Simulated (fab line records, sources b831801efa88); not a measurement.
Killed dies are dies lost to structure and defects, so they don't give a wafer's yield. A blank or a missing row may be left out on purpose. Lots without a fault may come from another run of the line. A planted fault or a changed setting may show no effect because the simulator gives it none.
Chamber matching | flow sky130 | SKY_LI_CONTACT_ETCH_14 on rie_diel-04: 3 sister chambers
The step etches BARC in N2/H2, stops on SiO2, time 45.9 s, target depth 60 nm. 6 wafers are shown with their chamber, then 8 later ones without.

WAFERS WITH THEIR CHAMBER
wafer  | chamber | drypump_motor_current_A (A) | oes_product_au (a.u.)
L220.4 | 2       | 5.72                        | 0.856
L226.3 | 2       | 5.75                        | 0.846
L231.2 | 3       | 5.92                        | 0.854
L231.3 | 1       | 6.23                        | 0.858
L231.5 | 1       | 6.19                        | 0.851
L232.2 | 3       | 5.91                        | 0.857

WAFERS WITHOUT THEIR CHAMBER
wafer  | drypump_motor_current_A (A) | oes_product_au (a.u.)
L232.4 | 6.24                        | 0.856
L232.6 | 5.71                        | 0.859
L233.1 | 6.16                        | 0.853
L233.2 | 5.91                        | 0.851
L233.4 | 6.17                        | 0.852
L235.2 | 5.91                        | 0.859
L235.4 | 6.16                        | 0.849
L235.6 | 6.21                        | 0.849

WHICH CHAMBER EACH WENT THROUGH
wafer  | from the rows above | in truth
L232.4 | 1                   | 1
L232.6 | 2                   | 2
L233.1 | 1                   | 1
L233.2 | 3                   | 3
L233.4 | 1                   | 1
L235.2 | 3                   | 3
L235.4 | 1                   | 1
L235.6 | 1                   | 1
Placed correctly: 8 of 8. Can't be placed from these rows: 0. Placed wrongly: 0.
How it was worked out, from the rows above alone: a wafer's distance from a chamber is the root of the sum, over the readings, of the square of ((its reading less the chamber's mean) divided by the reading's scatter). The wafer belongs to the nearest chamber; if the next one is less than 2 further off, it can't be placed. A chamber's mean is the mean of its shown wafers. The scatter: the root of (the sum of the squares of (reading less its chamber's mean) over the shown wafers, divided by (wafers less chambers)).
